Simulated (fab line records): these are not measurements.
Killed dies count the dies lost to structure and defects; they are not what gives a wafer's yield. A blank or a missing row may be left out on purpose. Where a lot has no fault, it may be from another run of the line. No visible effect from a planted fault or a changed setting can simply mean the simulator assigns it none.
Struck lot and sound lot, side by side | flow sfqLine | 24 out of 325 route steps
Sound: these wafers, L826.2, L826.4, L826.5. Struck: wafers L832.4, L832.5, L832.6. Last of all comes the cause.
At each step with rows: each side's tool, then ch and its chambers, then its first start. Under that, the readings that differ: sound wafers | struck wafers | difference of the means | sigmas: that difference in standard deviations of wafers without a fault.
alike: a reading whose means differ by less than 2 such deviations, as well as words and numbers matching on both sides. not compared: withheld readings; readings where some wafer has no value; bounds like >300 that might hide an equal value; numbers whose values overlap and for which the record gives no deviation.
The two part at a step that has a row with sigmas, a row that says differs or no value, or rows on one side only. Non-overlapping numbers with no deviation appear without sigmas and do not part them. Lack of a reading on every wafer of one side parts them only where that side has two or more wafers.

first, 6 steps without rows for these wafers: SFQ_TRILAYER_L0_VIA_LITHO_COAT_018 (resist thk 62 nm); SFQ_TRILAYER_L0_VIA_LITHO_COAT_013 (resist thk 650 nm); SFQ_TRILAYER_L0_VIA_LITHO_SOFTBAKE_017; SFQ_TRILAYER_L0_VIA_LITHO_EXPOSE_014 (exposes mask L0V, target cd 700 nm); SFQ_TRILAYER_L0_VIA_LITHO_PEB_016 (peb time 60 s); SFQ_TRILAYER_L0_VIA_LITHO_DEVELOP_015 (time 60 s).
SFQ_L0V_OVL_MEAS_903:
  struck on overlay-02, day 9 12:52; sound on overlay-01, day 8 06:14
  alike: L0V_OVL
SFQ_TRILAYER_L0_VIA_BARC_OPEN_VIA_ETCH_021: etches BARC in O2, target depth 125 nm, time 41.7 s.
  sound on rieDiel-03 ch 0,3, day 8 06:16; struck on rieDiel-01 ch 1,2,3, day 9 12:53
  alike: drypumpMotorCurrentA, oesProductAu
  not compared: rfHoursCounterH
SFQ_TRILAYER_L0_VIA_ETCH_VIA_ETCH_016: etches SiO2 in CHF3, stops on MoNx KI, target depth 80 nm.
  sound on rieDiel-03 ch 0,3, day 8 06:18; struck on rieDiel-01 ch 1,2,3, day 9 12:56
  alike: drypumpMotorCurrentA, oesProductAu
SFQ_TRILAYER_L0_VIA_STRIP_STRIP_017: strips in O2.
  sound on rieMetal-01 ch 0,1, day 8 06:20; struck on rieMetal-01 ch 0, day 9 13:35
  alike: drypumpMotorCurrentA, oesProductAu
  not compared: rfHoursCounterH
then, 2 steps without rows for these wafers: SFQ_TRILAYER_L0_VIA_STRIP_SOLV_CLEAN_018 (cleans in NMP, time 600 s); SFQ_TRILAYER_M0_DEP_PRE_CLEAN_020 (time 15 s).
SFQ_TRILAYER_M0_DEP_SPUTTER_019: material Nb, target thk 200 nm, time 133.3 s.
  struck on pvdSputter-06, day 9 14:23; sound on pvdSputter-05, day 8 07:08
  no value came back on the struck wafers for basePressurePa (Pa), cathodeDcPowerW (W), throttleValvePct (%), timeS (s); on the sound wafers basePressurePa (Pa) reads 1.23e-06 1.42e-06 1.45e-06
SFQ_M0_RS_MEAS_904: a four-point-probe measurement.
  struck on filmMetro-01, day 9 14:32; sound on filmMetro-02, day 8 07:16
reading           | sound             | struck | difference                    | sigmas
M0_NB_RS (ohm/sq) | 0.889 0.877 0.876 | - - -  | no value on the struck wafers | 
then, 6 steps without rows for these wafers: SFQ_TRILAYER_M0_LITHO_COAT_026 (resist thk 62 nm); SFQ_TRILAYER_M0_LITHO_COAT_021 (resist thk 600 nm); SFQ_TRILAYER_M0_LITHO_SOFTBAKE_025; SFQ_TRILAYER_M0_LITHO_EXPOSE_022 (exposes mask M0, target cd 500 nm); SFQ_TRILAYER_M0_LITHO_PEB_024 (peb time 60 s); SFQ_TRILAYER_M0_LITHO_DEVELOP_023 (time 60 s).
-- the record jumps here: 5 days lie between the struck wafers' starts before and after --
SFQ_M0_OVL_MEAS_906:
  struck on overlay-01, day 14 10:20; sound on overlay-02, day 12 10:47
  alike: M0_OVL
SFQ_TRILAYER_M0_BARC_OPEN_METAL_ETCH_031: etches BARC in O2, target depth 125 nm, time 41.7 s.
  sound on rieMetal-01 ch 1, day 12 10:50; struck on rieMetal-02 ch 0,1, day 14 10:22
  alike: drypumpMotorCurrentA, oesProductAu
  not compared: rfHoursCounterH
SFQ_TRILAYER_M0_ETCH_METAL_ETCH_024: etches Nb in Cl2/Ar, stops on SiO2, target depth 240 nm, time 120 s.
  sound on rieMetal-01 ch 1, day 12 10:58; struck on rieMetal-02 ch 0,1, day 14 10:27
reading             | sound             | struck            | difference | sigmas
oesProductAu (a.u.) | 0.890 0.906 0.894 | 0.375 0.370 0.377 | -0.523     | -67
  alike: drypumpMotorCurrentA
  not compared: rfHoursCounterH
SFQ_TRILAYER_M0_STRIP_STRIP_025: strips in O2.
  sound on rieMetal-01 ch 1, day 12 11:23; struck on rieMetal-02 ch 0,1, day 14 10:44
  alike: drypumpMotorCurrentA, oesProductAu
  not compared: rfHoursCounterH

WHERE THEY PART
Last at SFQ_TRILAYER_M0_ETCH_METAL_ETCH_024 as far as this record goes, first at SFQ_TRILAYER_M0_DEP_SPUTTER_019. Later steps at which nothing parts them and some readings are alike: SFQ_TRILAYER_M0_STRIP_STRIP_025.

WHY: what had been put in by the simulator
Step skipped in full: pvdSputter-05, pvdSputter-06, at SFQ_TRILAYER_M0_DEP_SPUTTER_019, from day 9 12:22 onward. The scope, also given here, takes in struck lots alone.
